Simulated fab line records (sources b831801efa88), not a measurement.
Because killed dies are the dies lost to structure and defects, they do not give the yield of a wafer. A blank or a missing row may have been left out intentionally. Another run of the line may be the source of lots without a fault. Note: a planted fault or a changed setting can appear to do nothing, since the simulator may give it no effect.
A struck lot beside a sound one / flow sky130 / 16 steps out of a route of 708
Sound: the wafers L700.1, L700.2, L700.4. Struck: wafer L686.3 (left out: L686.4, L686.6 of the same lot, which were not struck); the cause appears at the end.
For every step that has rows: the tool of each side, followed by ch and its chambers, followed by its first start. Under that, the readings that differ: sound wafers / struck wafers / difference of the means / sigmas: that difference in standard deviations of wafers without a fault.
alike: same words and numbers on both sides, and readings whose means sit less than 2 such deviations apart. not compared: any withheld reading, any reading some wafer has no value for, any bound like >300 that may hide the same value, and any number with overlapping values for which the record gives no deviation.
The two part at a step that has a row with sigmas, a row that says differs or no value, or rows on one side only. Numbers that have no deviation but don't overlap get no sigmas and don't part them. Lack of a reading on every wafer of one side parts them only where that side has two or more wafers.

first, 7 steps without rows for these wafers: SKY_METAL4_HMDS_06 (prime time 60 s); SKY_METAL4_COAT_07 (resist thk 60 nm); SKY_METAL4_COAT_08 (resist thk 1140 nm); SKY_METAL4_SOFTBAKE_09 (time 90 s); SKY_METAL4_EXPOSE_10 (exposes mask MM4, target cd 300 nm); SKY_METAL4_PEB_11; SKY_METAL4_DEVELOP_12 (develop time 60 s).
SKY_METAL4_CD_MEAS_13: the cd target is 300 nm.
  sound on cd-sem-02, day 46 10:37; struck on cd-sem-01, day 42 12:58
  alike: cd-nm
SKY_METAL4_OVL_MEAS_14:
  sound on overlay-02, day 46 10:44; struck on overlay-02, day 42 13:03
  alike: METAL4_OVL
SKY_METAL4_DESCUM_15: chemistry O2, time 8 s.
  sound on rie-metal-01 ch 0,1, day 46 10:46; struck on rie-metal-02 ch 0, day 42 13:05
reading=drypump-motor-current-A (A); sound=5.5 6.4 5.5; struck=4.7; difference=-1.1; sigmas=-2
  alike: he-backside-leak-sccm, oes-product-au
  not compared: rf-hours-counter-h
SKY_METAL4_ETCH_16: etches BARC in N2/H2, stops on SiO2, time 88.2 s, target depth 60 nm.
  sound on rie-metal-01 ch 0,1, day 46 10:48; struck on rie-metal-02 ch 0, day 42 13:08
reading=drypump-motor-current-A (A); sound=5.5 6.4 5.5; struck=4.7; difference=-1.1; sigmas=-2
  alike: he-backside-leak-sccm, oes-product-au, rf-fwd-power-W, throttle-valve-pct
  not compared: rf-hours-counter-h
SKY_METAL4_ETCH_17: etches SiO2 in C4F8/O2/Ar, stops on TiN, time 3.9 s, target depth 15 nm.
  sound on rie-diel-04 ch 1,2,3, day 46 10:53; struck on rie-diel-02 ch 1, day 42 13:12
  alike: oes-product-au, rf-fwd-power-W
  not compared: rf-hours-counter-h
SKY_METAL4_METAL_ETCH_18: etches the open film in Cl2/BCl3, stops on SiO2, target depth 845 nm, time 183.1 s.
  sound on rie-metal-04 ch 0,1, day 46 10:55; struck on rie-metal-04 ch 1, day 42 13:17
reading=oes-product-au (a.u.); sound=0.870 0.866 0.863; struck=0.845; difference=-0.021; sigmas=-3
reading=rf-fwd-power-W (W); sound=898.2 895.4 901.6; struck=750.5; difference=-147.9; sigmas=-53
reading=model.KrF-thick_of_METAL4_COAT_08.thk-nm (nm); sound=512.7 518.9 510.1; struck=586.6; difference=+72.7; sigmas=
reading=model.SiO2_of_VIA3_HDPCVD_00.thk-nm (nm); sound=434.9 435.5 433.7; struck=439.4; difference=+4.7; sigmas=
  alike: drypump-motor-current-A, he-backside-leak-sccm, mfc-cl2-sccm, throttle-valve-pct
  not compared: rf-hours-counter-h, model.METAL4.cd-nm
SKY_METAL4_STRIP_19: strips in O2/N2.
  sound on plasma-asher-01 ch 0,1, day 46 11:05; struck on plasma-asher-01 ch 1, day 42 13:26
reading=oes-product-au (a.u.); sound=0.496 0.501 0.498; struck=0.524; difference=+0.026; sigmas=+4
reading=strip-time-to-endpoint-s (s); sound=6.40 6.45 6.36; struck=7.13; difference=+0.73; sigmas=+8
  alike: drypump-motor-current-A
  not compared: rf-hours-counter-h
then, 1 step without rows for these wafers: SKY_METAL4_STRIP_20 (strips in post etch residue remover, time 1200 s).
-- the record jumps here: 4 days lie between the struck wafers' starts before and after (it left off in module METAL4 and takes up again in module PAD_OPEN, whose first step shown is number 708 of the route) --
SKY_PAD_OPEN_PROBE_99:
  sound on prober-02, day 49 20:53; struck on prober-01, day 46 11:05
reading=killed-at-front-end; sound=21 15 25; struck=11; difference=-9; sigmas=-2
  alike: defect-limited-yield, killed_at_M0_to_M3, killed_at_M4_up, killed-at-contacts, killed-at-other, killed-dies, killed-open, killed-short, sort_bin_3_pad_short, sort_bin_5_function, sort_bin_6_memory, sort-n-pass, sort-yield-pct
  not compared: model.etest.met4.width-nm

== WHERE THEY PART ==
Earliest at SKY_METAL4_DESCUM_15; latest, in this record, at SKY_PAD_OPEN_PROBE_99.

WHY: what had been put in by the simulator
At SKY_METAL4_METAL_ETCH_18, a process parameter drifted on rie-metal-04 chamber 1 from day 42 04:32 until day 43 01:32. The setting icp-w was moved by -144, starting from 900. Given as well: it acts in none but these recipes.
